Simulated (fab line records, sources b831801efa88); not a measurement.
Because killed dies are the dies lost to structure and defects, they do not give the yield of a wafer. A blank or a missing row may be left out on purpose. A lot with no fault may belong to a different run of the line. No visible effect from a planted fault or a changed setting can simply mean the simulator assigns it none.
Comparing a struck lot with a sound one ; flow sky130 ; 23 steps out of a route of 708
Sound: the wafers L410.3, L410.4, L410.6. Wafers L417.1, L417.5, L417.6 were the ones struck. The cause is named last.
Each step with rows lists, per side, the tool, then ch with its chambers, then its first start. Under that, the readings that differ: sound wafers ; struck wafers ; difference of the means ; sigmas: that difference in standard deviations of wafers without a fault.
alike: readings with means less than 2 such deviations apart, plus words and numbers identical on both sides. not compared: withheld readings, readings lacking a value on some wafer, bounds such as >300 that could conceal the same value, and numbers that have no deviation in the record and whose values overlap.
A row with sigmas, a row that says differs or no value, or rows on one side alone: a step with any of these is where the two part. Non-overlapping numbers with no deviation appear without sigmas and do not part them. Lack of a reading on every wafer of one side parts them only where that side has two or more wafers.

first, 8 steps without rows for these wafers: SKY_LDD_N_IMPLANT_08; SKY_LDD_N_IMPLANT_09; SKY_LDD_N_IMPLANT_10; SKY_LDD_N_IMPLANT_11; SKY_LDD_N_IMPLANT_12; SKY_LDD_N_IMPLANT_13; SKY_LDD_N_IMPLANT_14; SKY_LDD_N_IMPLANT_15.
SKY_LDD_N_STRIP_16: strips in O2/N2.
  sound on plasma-asher-04 ch 0,1, day 20 15:49; struck on plasma-asher-01 ch 0,1, day 22 14:31
  alike: drypump-motor-current-A, oes-product-au, strip-time-to-endpoint-s
  not compared: rf-hours-counter-h
SKY_LDD_N_TW_MEAS_17:
  sound: film-metro-01 at day 20 15:54; struck: film-metro-01 at day 22 14:37
  alike: LDD_N_TW
then, 2 steps without rows for these wafers: SKY_LDD_P_DEHYDRATE_00 (time 60 s); SKY_LDD_P_HMDS_01 (prime time 60 s).
SKY_LDD_P_COAT_02: resist thk 1140 nm.
  sound on litho-track-01 ch 0, day 21 05:59; struck on litho-track-01 ch 0, day 23 06:08
reading;sound;struck;difference;sigmas
spin-speed-rpm (rpm);2997.6 3000.9 2997.8;3205.6 3207.7 3209.4;+208.8;+99 or more
model.NOVOLAK_of_LDD_P_COAT_02.thk-nm (nm);1139 1136 1139;1102 1104 1100;-36;
  alike: exhaust-pa
then, 3 steps without rows for these wafers: SKY_LDD_P_SOFTBAKE_03 (time 60 s); SKY_LDD_P_EXPOSE_04 (exposes mask PSDM, target cd 380 nm); SKY_LDD_P_PEB_05.
SKY_LDD_P_DEVELOP_06: develop time 60 s.
  sound on litho-track-01 ch 0, day 21 21:47; struck on litho-track-04 ch 0, day 23 20:56
reading;sound;struck;difference;sigmas
model.NOVOLAK_of_LDD_P_COAT_02.thk-nm (nm);1139 1136 1139;1101 1104 1099;-37;
  alike: exhaust-pa
SKY_LDD_P_CD_MEAS_07: the cd target is 380 nm.
  sound: cd-sem-01 at day 21 21:55; struck: cd-sem-01 at day 23 21:05
  alike: cd-nm
SKY_LDD_P_OVL_MEAS_08:
  sound: overlay-01 at day 21 22:01; struck: overlay-01 at day 23 21:13
  alike: LDD_P_OVL
following that, these wafers have no rows for 1 step: SKY_LDD_P_IMPLANT_09.
SKY_LDD_P_STRIP_10: strips in O2/N2.
  sound on plasma-asher-03 ch 0,1, day 21 22:13; struck on plasma-asher-01 ch 0,1, day 23 21:23
reading;sound;struck;difference;sigmas
strip-time-to-endpoint-s (s);14.17 14.13 14.17;13.73 13.75 13.71;-0.43;-11
  alike: drypump-motor-current-A, oes-product-au
  not compared: rf-hours-counter-h
SKY_LDD_P_TW_MEAS_11:
  sound: film-metro-04 at day 21 22:19; struck: film-metro-03 at day 23 21:29
  alike: LDD_P_TW
following that, these wafers have no rows for 1 step: SKY_PAD_OPEN_PROBE_99.

## WHERE THEY PART
Last at SKY_LDD_P_STRIP_10 as far as this record goes, first at SKY_LDD_P_COAT_02. Later steps at which nothing parts them and some readings are alike: SKY_LDD_P_TW_MEAS_11.

WHY: whatever the simulator had introduced
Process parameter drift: litho-track-01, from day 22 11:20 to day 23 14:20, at SKY_LDD_P_COAT_02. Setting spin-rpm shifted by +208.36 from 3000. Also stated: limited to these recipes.
